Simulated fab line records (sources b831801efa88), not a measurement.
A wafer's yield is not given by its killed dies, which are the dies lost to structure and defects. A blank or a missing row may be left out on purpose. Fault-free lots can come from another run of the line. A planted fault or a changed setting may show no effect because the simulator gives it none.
The tool behind it: which one? :: flow sky130 :: 18 wafers from 6 lots sampled at 3 of the route's 708 steps

WHAT EACH GAUGE READ, for each wafer
SKY_NWELL_TW_MEAS_26.
lot: L251
measured: day 6 02:00
on: film_metro-02
NWELL_2_TW: 495 501 499

lot: L255
measured: day 7 01:07
on: film_metro-04
NWELL_2_TW: 486 484 485

lot: L257
measured: day 7 12:21
on: film_metro-01
NWELL_2_TW: 493 494 494

lot: L259
measured: day 7 23:43
on: film_metro-04
NWELL_2_TW: 486 485 484

lot: L264
measured: day 9 06:06
on: film_metro-04
NWELL_2_TW: 858 859 862

lot: L270
measured: day 10 19:46
on: film_metro-04
NWELL_2_TW: 488 490 485

TOOL THAT RAN EACH LOT (tool first, then ch and the chambers of the sampled wafers, then the start)
lot: L251
SKY_FIELD_ISO_ETCH_15: rie_diel-03 ch 0,1,2, day 2 20:23
SKY_NWELL_IMPLANT_24: implanter-03 ch 0, day 6 01:45

lot: L255
SKY_FIELD_ISO_ETCH_15: rie_diel-04 ch 0,1,3, day 3 17:08
SKY_NWELL_IMPLANT_24: implanter-04 ch 0, day 7 00:53

lot: L257
SKY_FIELD_ISO_ETCH_15: rie_diel-03 ch 0,1,2, day 4 03:07
SKY_NWELL_IMPLANT_24: implanter-03 ch 0, day 7 12:06

lot: L259
SKY_FIELD_ISO_ETCH_15: rie_diel-03 ch 0,1,2, day 4 14:23
SKY_NWELL_IMPLANT_24: implanter-02 ch 0, day 7 23:30

lot: L264
SKY_FIELD_ISO_ETCH_15: rie_diel-04 ch 0,2,3, day 5 15:50
SKY_NWELL_IMPLANT_24: implanter-02 ch 0, day 9 05:52

lot: L270
SKY_FIELD_ISO_ETCH_15: rie_diel-03 ch 0,3, day 6 22:32
SKY_NWELL_IMPLANT_24: implanter-03 ch 0, day 10 19:32
- SKY_FIELD_ISO_ETCH_15: etches the open film in CHF3/O2, stops on Si, target depth 180 nm, time 72 s.
- SKY_NWELL_IMPLANT_24

THE ANSWER, worked out from the rows above alone
Rule: the lots themselves supply what counts as usual. The widest of any qualifying gaps counts: lots, ordered by their means at a reading, are off when they make up no more than a third of the lots, leave a main group of 4 or more, and stand apart from it by 3 or more times the standard deviation of that group's means. The tables above print the reading to a certain number of digits; a main group whose means all agree to those digits is not used. A lot without any number at a reading at which 4 lots or more have one is off too. Any other lot the step has rows for is counted as sound.
Off: L264, seen at SKY_NWELL_TW_MEAS_26 (NWELL_2_TW). Mean 490 and standard deviation 5.3 in the main group.
A tool fits if, at a process step before that reading, it ran every lot that is off, and no sound lot after the first of them. The gauges at SKY_NWELL_TW_MEAS_26 are tried like those tools. Undecided on this evidence; 2 tools fit (rie_diel-04 at SKY_FIELD_ISO_ETCH_15, implanter-02 at SKY_NWELL_IMPLANT_24).

WHAT THE SIMULATOR HAD INSERTED
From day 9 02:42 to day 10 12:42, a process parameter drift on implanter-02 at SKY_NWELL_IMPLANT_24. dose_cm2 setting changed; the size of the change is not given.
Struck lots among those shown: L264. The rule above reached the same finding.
